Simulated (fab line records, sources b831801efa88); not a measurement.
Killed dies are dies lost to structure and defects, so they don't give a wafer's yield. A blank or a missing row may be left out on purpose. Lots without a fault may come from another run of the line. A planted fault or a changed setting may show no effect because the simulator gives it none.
fab line records | flow gf180mcu | part 2 of 2: steps 27 to 35 of 35
record lots=5 wafers=15 last_day=33
route steps=602 shown CONTACT@303 M1@315 V1@335
lots that met no fault: from a run of the same line without faults
start_h: hours from the record's first day to the start of the lot's first wafer shown | wait_h: hours since the lot's step before | " the same as in the row above | L1.1+2: a row that stands for several wafers | - no value, or no start given | * or withheld: withheld | < > ~ a bound
route shown NAME@n: a module of which the file shows steps, and the number in the route of the first | usual: mean/standard deviation of fault-free wafers | same: alike in all rows | chamber/n: place in a boat | sites: the reading at each site | _std_site: their standard deviation | _edge_site: outer sites' mean less inner sites' | radius_mm: how far each site lies from the wafer's centre | mask NAME#n: copy n | behind: the tool/chamber that last shaped the wafer | hold: why the lot was held/for how many hours/how that ended | device: the transistor (n, p or np) that didn't switch | end of line: the same wafers' tests at the end of the route | a step without rows: its recipe alone | killed: dies lost to structure and defects at the first sort, not the wafer's yield | map: a wafer's dies, x killed, . not, _ none there
set.NAME: the setting as run; set.NAME@STEP: as run at that earlier step | model.NAME: the simulator's own value behind a step, which no gauge read
lots at some steps of the route; a table a step, a row a wafer
services: from which hour (start_h, from the record's first day; less than 0 if before it) a tool's chamber was out of use, for how many hours, and why
## steps
# step GF_M1_CD_MEAS_14
# recipe target_cd_nm=230
# usual cd_nm=229.9/1.1
# columns lot.wafer tool chamber start_h wait_h cd_nm
L078.2 cd_sem-02 - 419.51 0.1 231.1
L078.5 " - " " 230.2
L078.6 " - " " 229.7
L082.1 cd_sem-02 - 461.94 0.1 229.6
L082.3 " - " " 228.0
L082.4 " - " " 229.5
L083.1 cd_sem-02 - 470.34 0.1 229.6
L083.5 " - " " 230.5
L083.6 " - " " 229.8
L091.3 cd_sem-01 - 533.23 0.1 229.5
L091.4 " - " " 230.1
L091.6 " - " " 229.4
L093.1 cd_sem-02 - 554.01 0.1 229.3
L093.2 " - " " 229.5
L093.5 " - " " 229.2
# step GF_M1_OVL_MEAS_15
# usual M1_OVL=-2/5.6
# columns lot.wafer tool chamber start_h wait_h M1_OVL[nm]
L078.2 overlay-01 - 419.61 0.1 3
L078.5 " - " " -2
L078.6 " - " " -5
L082.1 overlay-01 - 462.06 0.1 -7
L082.3 " - " " -5
L082.4 " - " " -6
L083.1 overlay-02 - 470.46 0.1 -5
L083.5 " - " " 0
L083.6 " - " " -6
L091.3 overlay-02 - 533.32 0.1 -2
L091.4 " - " " 1
L091.6 " - " " 4
L093.1 overlay-02 - 554.13 0.1 -14
L093.2 " - " " -7
L093.5 " - " " -12
# step GF_M1_METAL_ETCH_16
# recipe chemistry=Cl2/BCl3 mask_material=KrF target_depth_nm=750.8 stop_on=SiO2 pressure_mtorr=8 icp_w=800 bias_w=140 Cl2_flow_sccm=80 bcl3_flow_sccm=40 time_s=125.1
# usual drypump_motor_current_A=5.74/0.21 mfc_cl2_sccm=79.93/0.22 oes_product_au=0.991/0.0066 throttle_valve_pct=28.231/0.012
# same time_s=125.1
# columns lot.wafer tool chamber start_h wait_h drypump_motor_current_A mfc_cl2_sccm oes_product_au rf_hours_counter_h throttle_valve_pct
L078.2 rie_metal-03 1 419.64 0.0 5.54 79.97 0.984 4 28.240
L078.5 " 0 " " 5.65 79.59 0.986 - 28.248
L078.6 " 1 " " 5.53 80.11 0.982 - 28.247
L082.1 rie_metal-02 0 462.10 0.0 5.68 79.66 0.993 5 28.229
L082.3 " 0 " " 5.68 80.12 0.982 - 28.224
L082.4 " 1 " " 5.73 79.96 0.994 - 28.226
L083.1 rie_metal-04 1 470.50 0.0 5.45 79.87 0.987 9 28.226
L083.5 " 0 " " 6.16 79.77 0.989 - 28.221
L083.6 " 1 " " 5.43 79.92 1.001 - 28.216
L091.3 rie_metal-03 0 533.39 0.1 5.67 79.97 0.995 - 28.229
L091.4 " 1 " " 5.49 80.03 0.997 - 28.232
L091.6 " 0 " " 5.66 80.03 1.000 - 28.231
L093.1 rie_metal-04 0 554.17 0.0 6.16 80.00 0.978 15 28.228
L093.2 " 0 " " 6.17 79.97 0.975 - 28.260
L093.5 " 0 " " 6.18 80.02 0.983 - 28.241
# step GF_M1_STRIP_17
# recipe chemistry=O2/N2 power_w=1400 pressure_mtorr=1500 platen_temp_c=250 o2_flow_sccm=3000 n2_flow_sccm=300 overash_fraction=0.5
# usual drypump_motor_current_A=5.6/0.37 heater_power_w=331/40 oes_product_au=0.536/0.0052 strip_time_to_endpoint_s=7.38/0.05
# columns lot.wafer tool chamber start_h wait_h drypump_motor_current_A heater_power_w oes_product_au rf_hours_counter_h strip_time_to_endpoint_s
L078.2 plasma_asher-01 0 419.77 0.1 5.5 338 0.540 64 7.46
L078.5 " 1 " " 5.4 327 0.538 - 7.49
L078.6 " 0 " " 5.5 358 0.540 - 7.41
L082.1 plasma_asher-01 1 462.23 0.1 5.5 332 0.537 68 7.37
L082.3 " 0 " " 5.5 350 0.537 - 7.35
L082.4 " 1 " " 5.4 344 0.536 - 7.39
L083.1 plasma_asher-02 0 470.63 0.1 6.4 399 0.540 4 7.31
L083.5 " 1 " " 5.6 355 0.533 - 7.35
L083.6 " 0 " " 6.4 399 0.537 - 7.31
L091.3 plasma_asher-02 0 533.51 0.1 6.4 393 0.536 - 7.34
L091.4 " 1 " " 5.6 346 0.526 - 7.39
L091.6 " 0 " " 6.4 400 0.536 - 7.39
L093.1 plasma_asher-01 0 554.43 0.2 5.6 353 0.533 78 7.42
L093.2 " 1 " " 5.4 331 0.534 78 7.47
L093.5 " 1 " " 5.4 329 0.542 - 7.44
# step GF_M1_STRIP_18
# recipe chemistry=post_etch_residue_remover time_s=1200 temp_c=72.5
# usual temp_c=72.49/0.12
# same time_s=1200
# columns lot.wafer tool chamber start_h wait_h temp_c
L078.2 wet_bench-04 3 419.87 0.1 72.39
L078.5 " 3 " " 72.38
L078.6 " 3 " " 72.28
L082.1 wet_bench-03 3 462.33 0.1 72.25
L082.3 " 3 " " 72.38
L082.4 " 3 " " 72.24
L083.1 wet_bench-03 0 470.73 0.1 72.23
L083.5 " 0 " " 72.68
L083.6 " 0 " " 72.39
L091.3 wet_bench-04 3 533.58 0.0 72.42
L091.4 " 3 " " 72.34
L091.6 " 3 " " 72.51
L093.1 wet_bench-04 1 554.53 0.1 72.44
L093.2 " 1 " " 72.47
L093.5 " 1 " " 72.48
# step GF_M1_CLEAN_19
# recipe chemistry=DIW dry=n2_spin
# columns lot.wafer tool chamber start_h wait_h
L078.2+5+6 wet_bench-02 3 420.21 0.0
L082.1+3+4 wet_bench-02 2 462.67 0.0
L083.1+5+6 wet_bench-02 3 471.10 0.0
L091.3+4+6 wet_bench-03 0 533.92 0.0
L093.1+2+5 wet_bench-02 1 554.87 0.0
# step GF_V1_CVD_00
# recipe material=SiO2 target_thk_nm=600 sigma_open_frac=0.3 temp_c=400 time_s=100 sih4_flow_sccm=60 pressure_mtorr=6
# same time_s=100
# columns lot.wafer tool chamber start_h wait_h
L078.2+5+6 hdpcvd-02 2,0,2 420.30 0.0
L082.1+3+4 hdpcvd-01 2,1,0 462.78 0.0
L083.1+5+6 hdpcvd-01 1,2,0 471.19 0.0
L091.3+4+6 hdpcvd-01 0,2,0 534.04 0.0
L093.1+2+5 hdpcvd-01 1,2,2 554.96 0.0
# step GF_V1_THK_MEAS_01
# recipe reads=SiO2_of_V1_CVD_00
# usual V1_CVD_00_THK=603/6.1
# columns lot.wafer tool chamber start_h wait_h V1_CVD_00_THK[nm]
L078.2 film_metro-01 - 420.39 0.0 605
L078.5 " - " " 600
L078.6 " - " " 603
L082.1 film_metro-02 - 462.85 0.0 605
L082.3 " - " " 596
L082.4 " - " " 607
L083.1 film_metro-01 - 471.26 0.0 601
L083.5 " - " " 607
L083.6 " - " " 603
L091.3 film_metro-04 - 534.14 0.1 601
L091.4 " - " " 609
L091.6 " - " " 606
L093.1 film_metro-01 - 555.03 0.0 603
L093.2 " - " " 608
L093.5 " - " " 608
# step GF_V1_CVD_02
# recipe material=SiO2 target_thk_nm=850 precursor=TEOS temp_c=400 time_s=94.851 rf_w=600
# usual heater_power_w=661/97
# same time_s=94.851
# columns lot.wafer tool chamber start_h wait_h heater_power_w
L078.2 pecvd-02 0 420.44 0.0 532
L078.5 " 0 " " 567
L078.6 " 2 " " 491
L082.1 pecvd-01 2 462.91 0.1 572
L082.3 " 1 " " 783
L082.4 " 1 " " 829
L083.1 pecvd-03 0 471.32 0.1 629
L083.5 " 0 " " 651
L083.6 " 2 " " 708
L091.3 pecvd-03 1 534.18 0.0 603
L091.4 " 0 " " 620
L091.6 " 1 " " 669
L093.1 pecvd-01 2 555.09 0.1 638
L093.2 " 1 " " 682
L093.5 " 2 " " 674
## services
# columns tool chamber start_h hours kind
rie_diel-01 - 375.66 2.8 pm
pvd_sputter-03 - 389.93 4.5 repair
krf_scanner-02 - 398.34 3.6 pm
krf_scanner-02 - 415.16 0.8 pm
plasma_asher-03 - 416.59 3.8 repair
pvd_sputter-02 - 420.65 1.2 repair
hdpcvd-01 1 422.30 8.3 repair
hdpcvd-01 2 423.27 10.7 repair
krf_scanner-02 - 431.82 1.3 pm
pvd_sputter-04 - 439.37 9.9 repair
cvd_w-01 1 440.13 8.3 repair
cmp-01 - 451.66 4.0 pm
krf_scanner-02 - 454.46 3.4 repair
cmp-01 - 466.93 11.1 repair
cmp-01 - 470.96 1.6 repair
cmp-01 - 471.62 3.8 repair
pvd_sputter-04 - 473.60 0.8 repair
wet_bench-02 - 473.71 1.9 pm
pvd_sputter-02 - 491.38 2.0 repair
krf_scanner-02 - 494.03 0.8 repair
rie_diel-01 1 506.38 11.9 repair
plasma_asher-03 - 524.28 0.3 repair
krf_scanner-02 - 524.32 1.0 pm
hdpcvd-01 1 531.88 4.7 repair
